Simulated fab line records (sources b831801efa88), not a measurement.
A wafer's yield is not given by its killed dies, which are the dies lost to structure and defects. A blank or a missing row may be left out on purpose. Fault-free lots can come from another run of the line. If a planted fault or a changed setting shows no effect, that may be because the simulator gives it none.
fab line records    flow sky130
[record] lots = 11  wafers = 33  lastDay = 50
route steps=708 shown METAL4@601 VIA4@658 PAD_OPEN@708
lots that met no fault: taken from a fault-free run of the same line
startH: hours from the record's opening day to when the first of the lot's shown wafers began    waitH: hours from the lot's prior step to this one    " repeats the value in the row above    L1.1+2: several wafers, shown together as one row    - either no value or no given start    * or withheld: withheld    < > ~ a bound
route shown NAME@n: NAME is a module with steps in the file, n the number in the route of the first one    usual: mean/standard deviation taken from wafers without a fault    same: alike in all rows    chamber/n: place in a boat    sites: each site's reading    _std_site: standard deviation across them    _edge_site: the outer-site mean with the inner-site mean subtracted    radiusMm: how far each site lies from the wafer's centre    mask NAME#n: copy n    behind: tool/chamber where the wafer was last shaped    hold: what put the lot on hold/how long, in hours/how the hold closed    device: names the non-switching transistor (n, p or np)    end of line: the same wafers' tests at the end of the route    where a step has no rows: the recipe by itself    killed: the dies lost at the first sort to structure and to defects; this is not the yield of the wafer    map: dies across one wafer; x = killed, . = not, _ = none there
set.NAME: the setting that was run; set.NAME@STEP: the one run at that earlier step    model.NAME: the simulator's own value behind a step, which no gauge read
a sample of lots followed through the steps of the route, with each step as a table and each wafer as a row
services: the hour from which a tool's chamber was out of use, counted from the record's first day as startH (under 0 if before that day), plus the number of hours and why
[[steps]]
[step SKY_METAL4_SPUTTER_03]
[recipe] material = Ti  targetThkNm = 5  powerW = 3000  timeS = 3.3  chamberPressurePa = 0.4
[usual] cathodeDcPowerW = 3000.0/0.55  throttleValvePct = 30.1/0.92
lot.wafer  tool           chamber  startH   waitH  cathodeDcPowerW  throttleValvePct
L695.3     pvdSputter-01  -        930.79   0.0    2999.7           31.0
L695.4     "              -        "        "      2999.5           30.5
L695.5     "              -        "        "      2999.9           30.8
L696.3     pvdSputter-01  -        931.14   0.0    2999.5           30.9
L696.4     "              -        "        "      2999.7           30.4
L696.6     "              -        "        "      2999.5           29.3
L697.1     pvdSputter-03  -        940.58   0.0    2999.2           30.9
L697.3     "              -        "        "      3000.0           29.0
L697.6     "              -        "        "      2999.3           30.0
L698.1     pvdSputter-01  -        960.00   0.0    3000.2           29.1
L698.3     "              -        "        "      3000.0           31.0
L698.5     "              -        "        "      2999.9           30.8
L699.1     pvdSputter-01  -        975.48   0.0    3000.5           30.6
L699.5     "              -        "        "      2999.0           31.1
L699.6     "              -        "        "      3000.7           29.4
L703.1     pvdSputter-02  -        999.89   0.0    2999.4           29.9
L703.2     "              -        "        "      2999.7           28.8
L703.3     "              -        "        "      3000.7           29.7
L708.1     pvdSputter-01  -        1027.48  0.0    2999.3           30.8
L708.4     "              -        "        "      3000.7           30.5
L708.6     "              -        "        "      2999.0           30.9
L710.2     pvdSputter-01  -        1034.67  0.0    3000.6           31.2
L710.4     "              -        "        "      2999.8           30.3
L710.6     "              -        "        "      2999.4           30.9
L711.1     pvdSputter-03  -        1039.74  0.0    2999.6           28.7
L711.2     "              -        "        "      2999.6           29.6
L711.4     "              -        "        "      3000.1           31.3
L712.2     pvdSputter-02  -        1049.06  0.0    2999.8           29.2
L712.3     "              -        "        "      2999.3           31.5
L712.5     "              -        "        "      3000.3           29.8
L715.2     pvdSputter-03  -        1067.86  0.0    3000.2           31.0
L715.4     "              -        "        "      3000.4           31.2
L715.5     "              -        "        "      2999.9           31.0
[step SKY_METAL4_ETCH_16]
[recipe] chemistry = N2/H2  target = BARC  ionEnergyEv = 200  biasW = 100  pressureMtorr = 30  n2FlowSccm = 100  h2FlowSccm = 200  icpW = 500  stopOn = SiO2  timeS = 88.2  targetDepthA = 600
[usual] drypumpMotorCurrentA = 5.6/0.42  h2FlowSccm = 200.1/0.6  oesProductAu = 0.626/0.0042  throttleValvePct = 13.204/0.0081
lot.wafer  tool         chamber  startH   waitH  drypumpMotorCurrentA  h2FlowSccm  oesProductAu  rfHoursCounterH  throttleValvePct
L695.3     rieMetal-02  0        979.88   0.0    5.8                   199.9       0.626         -                13.204
L695.4     "            1        "        "      5.9                   200.4       0.625         -                13.196
L695.5     "            1        "        "      5.9                   200.5       0.617         -                13.201
L696.3     rieMetal-04  1        980.06   0.0    5.8                   199.6       0.630         -                13.210
L696.4     "            0        "        "      5.2                   200.2       0.631         -                13.194
L696.6     "            0        "        "      5.2                   200.4       0.632         -                13.213
L697.1     rieMetal-02  1        987.88   0.0    5.9                   201.0       0.624         11               13.205
L697.3     "            1        "        "      5.9                   200.9       0.622         -                13.210
L697.6     "            1        "        "      6.0                   200.5       0.625         -                13.211
L698.1     rieMetal-02  0        1007.08  0.0    5.8                   200.8       0.632         19               13.201
L698.3     "            1        "        "      5.9                   199.7       0.621         -                13.203
L698.5     "            1        "        "      5.9                   200.1       0.624         -                13.203
L699.1     rieMetal-02  0        1023.03  0.0    5.8                   199.6       0.626         20               13.207
L699.5     "            0        "        "      5.8                   199.9       0.629         -                13.212
L699.6     "            1        "        "      5.9                   199.6       0.628         -                13.223
L703.1     rieMetal-04  1        1045.26  0.1    5.8                   200.3       0.621         17               13.196
L703.2     "            1        "        "      5.8                   199.0       0.622         -                13.208
L703.3     "            1        "        "      5.8                   200.1       0.624         -                13.193
L708.1     rieMetal-04  1        1072.20  0.0    5.8                   199.7       0.621         20               13.190
L708.4     "            0        "        "      5.2                   200.6       0.631         -                13.202
L708.6     "            1        "        "      5.8                   198.9       0.624         -                13.203
L710.2     rieMetal-02  1        1079.23  0.0    5.9                   200.4       0.628         17               13.216
L710.4     "            1        "        "      6.0                   200.2       0.625         -                13.212
L710.6     "            1        "        "      5.9                   200.8       0.624         -                13.196
L711.1     rieMetal-04  1        1081.90  0.0    5.8                   200.5       0.630         21               13.205
L711.2     "            0        "        "      5.2                   199.7       0.625         1                13.201
L711.4     "            0        "        "      5.2                   199.2       0.629         -                13.194
L712.2     rieMetal-02  1        1092.92  0.0    5.9                   199.4       0.628         18               13.196
L712.3     "            0        "        "      5.8                   200.4       0.629         -                13.221
L712.5     "            1        "        "      5.9                   199.4       0.629         -                13.205
L715.2     rieMetal-01  0        1111.13  0.0    5.9                   201.0       0.626         22               13.214
L715.4     "            1        "        "      4.7                   200.8       0.626         -                13.210
L715.5     "            0        "        "      5.9                   200.6       0.625         -                13.213
[step SKY_METAL4_STRIP_19]
[recipe] chemistry = O2/N2  powerW = 1400  pressureMtorr = 1500  platenTempC = withheld  o2FlowSccm = 3000  n2FlowSccm = 300  overashFraction = 0.5
[usual] drypumpMotorCurrentA = 5.6/0.33  oesProductAu = 0.504/0.0059  stripTimeToEndpointS = 6.58/0.081
lot.wafer  tool            chamber  startH   waitH  drypumpMotorCurrentA  oesProductAu  rfHoursCounterH  stripTimeToEndpointS
L695.3     plasmaAsher-04  1        980.17   0.1    5.6                   0.502         -                6.53
L695.4     "               0        "        "      5.3                   0.506         -                6.53
L695.5     "               0        "        "      5.3                   0.507         -                6.60
L696.3     plasmaAsher-01  0        980.36   0.1    5.5                   0.498         -                6.65
L696.4     "               1        "        "      5.2                   0.509         -                6.73
L696.6     "               1        "        "      5.2                   0.505         -                6.64
L697.1     plasmaAsher-01  1        988.17   0.1    5.2                   0.503         85               6.57
L697.3     "               1        "        "      5.2                   0.507         -                6.66
L697.6     "               0        "        "      5.5                   0.496         -                6.49
L698.1     plasmaAsher-02  1        1007.37  0.1    6.1                   0.508         120              6.69
L698.3     "               1        "        "      6.1                   0.508         -                6.71
L698.5     "               1        "        "      6.1                   0.501         -                6.56
L699.1     plasmaAsher-02  0        1023.32  0.1    6.0                   0.511         121              6.62
L699.5     "               0        "        "      6.0                   0.503         -                6.57
L699.6     "               1        "        "      6.2                   0.505         -                6.48
L703.1     plasmaAsher-04  0        1045.65  0.1    5.3                   0.500         62               6.54
L703.2     "               1        "        "      5.6                   0.503         62               6.54
L703.3     "               1        "        "      5.6                   0.498         -                6.44
L708.1     plasmaAsher-01  1        1072.49  0.1    5.2                   0.510         93               6.71
L708.4     "               1        "        "      5.2                   0.514         -                6.68
L708.6     "               0        "        "      5.5                   0.508         -                6.71
L710.2     plasmaAsher-02  1        1079.52  0.1    6.1                   0.500         2                6.55
L710.4     "               1        "        "      6.1                   0.500         -                6.60
L710.6     "               1        "        "      6.1                   0.512         -                6.54
L711.1     plasmaAsher-01  0        1082.19  0.1    5.5                   0.509         94               6.55
L711.2     "               1        "        "      5.2                   0.511         94               6.53
L711.4     "               1        "        "      5.2                   0.502         -                6.60
L712.2     plasmaAsher-01  1        1093.21  0.1    5.2                   0.501         95               6.52
L712.3     "               0        "        "      5.5                   0.502         -                6.55
L712.5     "               1        "        "      5.2                   0.501         -                6.49
L715.2     plasmaAsher-01  1        1111.42  0.1    5.2                   0.504         97               6.59
L715.4     "               1        "        "      5.2                   0.504         -                6.62
L715.5     "               1        "        "      5.2                   0.509         -                6.62
[step SKY_VIA4_RS_MEAS_19]
[recipe] thkMeasGauge = four-point-probe  reads = W_of_VIA4_CVD_18+TiN_of_VIA4_SPUTTER_17
[usual] VIA4_W_RS = 0.2254/0.0023
lot.wafer  tool          chamber  startH   waitH  VIA4_W_RS[ohm/sq]
L695.3     filmMetro-03  -        1005.39  0.1    0.2240
L695.4     "             -        "        "      0.2262
L695.5     "             -        "        "      0.2274
L696.3     filmMetro-01  -        1005.61  0.1    0.2226
L696.4     "             -        "        "      0.2251
L696.6     "             -        "        "      0.2221
L697.1     filmMetro-01  -        1013.20  0.1    0.2307
L697.3     "             -        "        "      0.2266
L697.6     "             -        "        "      0.2280
L698.1     filmMetro-03  -        1032.41  0.1    0.2232
L698.3     "             -        "        "      0.2226
L698.5     "             -        "        "      0.2239
L699.1     filmMetro-03  -        1047.46  0.1    0.2206
L699.5     "             -        "        "      0.2219
L699.6     "             -        "        "      0.2206
L703.1     filmMetro-01  -        1068.92  0.1    0.2268
L703.2     "             -        "        "      0.2260
L703.3     "             -        "        "      0.2227
L708.1     filmMetro-01  -        1095.90  0.1    0.2297
L708.4     "             -        "        "      0.2270
L708.6     "             -        "        "      0.2287
L710.2     filmMetro-01  -        1101.14  0.1    0.2287
L710.4     "             -        "        "      0.2253
L710.6     "             -        "        "      0.2254
L711.1     filmMetro-01  -        1103.77  0.1    0.2266
L711.2     "             -        "        "      0.2301
L711.4     "             -        "        "      0.2247
L712.2     filmMetro-02  -        1115.22  0.1    0.2243
L712.3     "             -        "        "      0.2261
L712.5     "             -        "        "      0.2260
L715.2     filmMetro-02  -        1132.29  0.1    0.2237
L715.4     "             -        "        "      0.2267
L715.5     "             -        "        "      0.2261
[step SKY_PAD_OPEN_PROBE_99]
[usual] defectLimitedYield = 81.8/2  killed_at_M0_to_M3 = 44/7.5  killed_at_M4_up = 3.3/1.8  killedAtContacts = 25/5.9  killedAtFrontEnd = 16/4.7  killedAtOther = 0.3/0.52  killedDies = 89/9.9  killedOpen = 49/7.8  killedShort = 40/5.8  sort_bin_3_pad_short = 0.9/0.43  sort_bin_5_function = 10.8/1.5  sort_bin_6_memory = 6.4/1.1  sortNPass = 403/9.9  sortYieldPct = 81.8/2
[same] grossDies = 492  killedAtBackSide = 0  sort_bin_4_leakage[%] = 0  sort_bin_8_speed[%] = 0
lot.wafer  tool       chamber  startH   waitH  defectLimitedYield[%]  killed_at_M0_to_M3  killed_at_M4_up  killedAtContacts  killedAtFrontEnd  killedAtOther  killedDies  killedOpen  killedShort  sort_bin_3_pad_short[%]  sort_bin_5_function[%]  sort_bin_6_memory[%]  sortNPass  sortYieldPct[%]
L698.1     prober-02  -        1100.01  0.1    70.9                   41                  64               25                13                0              143         50          32           4.5                      17.9                    6.7                   349        70.9
L698.3     prober-02  -        1100.11  0.2    72.4                   43                  56               27                10                0              136         50          31           4.1                      18.1                    5.5                   356        72.4
L698.5     prober-02  -        1100.21  0.2    72.6                   31                  63               24                16                1              135         37          35           3.7                      16.9                    6.9                   357        72.6
L699.1     prober-01  -        1112.92  0.1    70.9                   38                  61               21                23                0              143         54          31           3.5                      18.5                    7.1                   349        70.9
L699.5     prober-01  -        1113.12  0.2    75.2                   39                  44               23                16                0              122         44          34           3.3                      15.0                    6.5                   370        75.2
L699.6     prober-01  -        1113.17  0.2    69.1                   49                  63               24                16                0              152         48          39           3.0                      19.1                    8.7                   340        69.1
L708.1     prober-02  -        1157.95  0.1    81.1                   54                  3                27                9                 0              93          48          45           0.6                      12.4                    5.9                   399        81.1
L708.4     prober-02  -        1158.10  0.2    80.9                   45                  4                29                16                0              94          55          38           0.6                      11.4                    7.1                   398        80.9
L708.6     prober-02  -        1158.20  0.2    83.5                   29                  5                33                14                0              81          40          40           0.8                      9.3                     6.3                   411        83.5
L711.1     prober-01  -        1165.11  0.1    80.9                   54                  1                25                14                0              94          53          41           1.4                      9.1                     8.5                   398        80.9
L711.2     prober-01  -        1165.16  0.1    79.5                   45                  4                33                19                0              101         57          44           1.0                      12.2                    7.3                   391        79.5
L711.4     prober-01  -        1165.26  0.2    81.9                   37                  4                27                20                1              89          46          43           1.2                      10.8                    6.1                   403        81.9
L712.2     prober-02  -        1174.26  0.1    80.9                   40                  3                29                22                0              94          52          42           0.8                      11.8                    6.5                   398        80.9
L712.3     prober-02  -        1174.31  0.2    81.9                   38                  2                24                25                0              89          52          37           1.8                      9.6                     6.7                   403        81.9
L712.5     prober-02  -        1174.41  0.2    83.3                   31                  7                28                15                1              82          46          36           1.4                      11.2                    4.1                   410        83.3
// killed by level:class
L698.1 METAL4:unspecified=61 VIA1:geometricParticle:open=12 CONTACT:geometricParticle:open=12 FIELD_ISO:geometricParticle:open=7 VIA3:geometricParticle:open=6 VIA2:geometricParticle:open=5 FIELD_ISO:geometricParticle:short=4 LI_CONTACT:geometricParticle:open=4
L698.3 METAL4:unspecified=54 VIA1:geometricParticle:open=17 LI_CONTACT:geometricParticle:open=12 CONTACT:geometricParticle:open=8 METAL2:geometricParticle:short=7 VIA2:geometricParticle:open=5 FIELD_ISO:geometricParticle:short=4 CONTACT:geometricParticle:short=4
L698.5 METAL4:unspecified=63 FIELD_ISO:geometricParticle:short=8 CONTACT:geometricParticle:open=8 VIA1:geometricParticle:open=5 VIA3:geometricParticle:open=5 VIA2:geometricParticle:open=5 LI_CONTACT:geometricParticle:short=4 LI_CONTACT:geometricParticle:open=4
L699.1 METAL4:unspecified=58 VIA1:geometricParticle:open=12 FIELD_ISO:geometricParticle:open=10 LI_CONTACT:geometricParticle:open=9 VIA2:geometricParticle:open=8 VIA1:geometricParticle:short=5 POLY_GATE:geometricParticle:short=4 LI_CONTACT:geometricParticle:short=4
L699.5 METAL4:unspecified=43 LI_CONTACT:geometricParticle:open=7 CONTACT:geometricParticle:open=7 VIA1:geometricParticle:open=6 VIA2:geometricParticle:open=6 POLY_GATE:geometricParticle:short=5 METAL2:geometricParticle:short=5 FIELD_ISO:geometricParticle:open=4
L699.6 METAL4:unspecified=63 VIA2:geometricParticle:open=9 METAL2:geometricParticle:short=8 VIA1:geometricParticle:open=7 VIA3:geometricParticle:open=7 FIELD_ISO:geometricParticle:open=6 LOCAL_INTERCONNECT:geometricParticle:short=6 CONTACT:geometricParticle:open=6
L708.1 CONTACT:geometricParticle:open=11 VIA2:geometricParticle:short=9 VIA3:geometricParticle:open=9 VIA1:geometricParticle:short=7 VIA2:geometricParticle:open=7 FIELD_ISO:geometricParticle:short=6 LI_CONTACT:geometricParticle:open=6 METAL1:geometricParticle:short=6
L708.4 VIA1:geometricParticle:open=14 CONTACT:geometricParticle:open=10 CONTACT:geometricParticle:short=7 VIA2:geometricParticle:open=7 LI_CONTACT:geometricParticle:open=6 VIA3:geometricParticle:open=6 FIELD_ISO:geometricParticle:short=4 VIA1:geometricParticle:short=4
L708.6 CONTACT:geometricParticle:open=10 LI_CONTACT:geometricParticle:open=8 POLY_GATE:geometricParticle:short=7 LOCAL_INTERCONNECT:geometricParticle:short=6 CONTACT:geometricParticle:short=6 VIA2:geometricParticle:open=5 POLY_GATE:geometricParticle:open=5 METAL1:geometricParticle:short=5
L711.1 VIA1:geometricParticle:open=11 CONTACT:geometricParticle:open=9 VIA2:geometricParticle:open=8 VIA3:geometricParticle:open=7 POLY_GATE:geometricParticle:short=6 METAL3:geometricParticle:short=6 LI_CONTACT:geometricParticle:open=5 VIA1:geometricParticle:short=5
L711.2 VIA1:geometricParticle:open=17 LI_CONTACT:geometricParticle:open=12 VIA3:geometricParticle:open=8 LOCAL_INTERCONNECT:geometricParticle:short=6 CONTACT:geometricParticle:open=6 FIELD_ISO:geometricParticle:short=4 FIELD_ISO:geometricParticle:open=4 POLY_GATE:geometricParticle:open=4
L711.4 CONTACT:geometricParticle:open=10 VIA1:geometricParticle:open=10 FIELD_ISO:geometricParticle:short=8 VIA1:geometricParticle:short=6 CONTACT:geometricParticle:short=5 LI_CONTACT:geometricParticle:short=4 LOCAL_INTERCONNECT:geometricParticle:short=4 VIA2:geometricParticle:open=4
L712.2 CONTACT:geometricParticle:open=13 FIELD_ISO:geometricParticle:open=7 LI_CONTACT:geometricParticle:open=7 METAL1:geometricParticle:short=7 VIA1:geometricParticle:open=7 METAL2:geometricParticle:short=6 FIELD_ISO:geometricParticle:short=5 VIA3:geometricParticle:open=5
L712.3 CONTACT:geometricParticle:open=9 VIA1:geometricParticle:open=8 FIELD_ISO:geometricParticle:open=7 LI_CONTACT:geometricParticle:open=7 METAL1:geometricParticle:short=7 VIA3:geometricParticle:open=6 FIELD_ISO:geometricParticle:short=5 POLY_GATE:geometricParticle:short=5
L712.5 CONTACT:geometricParticle:open=15 VIA1:geometricParticle:open=8 VIA3:geometricParticle:open=7 FIELD_ISO:geometricParticle:open=5 LOCAL_INTERCONNECT:geometricParticle:short=5 CONTACT:geometricParticle:short=5 POLY_GATE:geometricParticle:short=4 METAL2:geometricParticle:short=4
[[services]]
tool            chamber  startH   hours  kind
rieMetal-04     -        907.89   4.0    pm
plasmaAsher-02  -        913.48   23.6   repair
pvdSputter-02   -        933.33   1.2    repair
pvdSputter-02   -        935.67   5.1    repair
plasmaAsher-04  -        955.71   0.8    repair
rieMetal-01     1        960.72   5.6    repair
plasmaAsher-02  -        968.65   28.1   pm
pvdSputter-01   3        985.11   -      consumableReplace:kit
pvdSputter-01   3        985.11   18.0   scheduledDown
pvdSputter-01   3        985.11   18.0   ventCycle
rieMetal-02     1        1000.36  3.1    repair
pvdSputter-01   -        1002.92  2.7    repair
rieMetal-01     0        1023.95  11.3   repair
rieMetal-04     -        1024.06  14.6   pm
plasmaAsher-04  -        1025.61  0.6    repair
plasmaAsher-01  -        1026.45  3.0    repair
plasmaAsher-02  -        1029.87  4.6    repair
pvdSputter-01   -        1052.08  0.5    repair
plasmaAsher-02  -        1055.25  9.0    pm
pvdSputter-02   -        1056.55  1.4    repair
pvdSputter-01   -        1073.89  8.8    repair
pvdSputter-01   2        1083.68  -      consumableReplace:kit
rieMetal-04     -        1086.72  2.5    repair
rieMetal-04     0        1098.69  23.7   repair
[[key]]
[firstSign] step = SKY_PAD_OPEN_PROBE_99  reading = killed_at_M4_up  direction = up  sigmas = 30  usual = 3.3  struck = 58.5
[effect] step = SKY_PAD_OPEN_PROBE_99  reading = sort_bin_3_pad_short  direction = up  sigmas = 6.4  usual = 0.9  struck = 3.7
metAt SKY_METAL4_SPUTTER_03
struckLots L698,L699
notActingAt SKY_METAL4_ETCH_16,SKY_METAL4_STRIP_19,SKY_VIA4_RS_MEAS_19
onsetBetween 931.14 960.00
[fault] kind = chamberParticleSource  tool = pvdSputter-01  chamber = -  onsetH = 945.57  steps = SKY_METAL4_SPUTTER_03  ratePerVisitCm2 = 1.2623  endH = 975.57
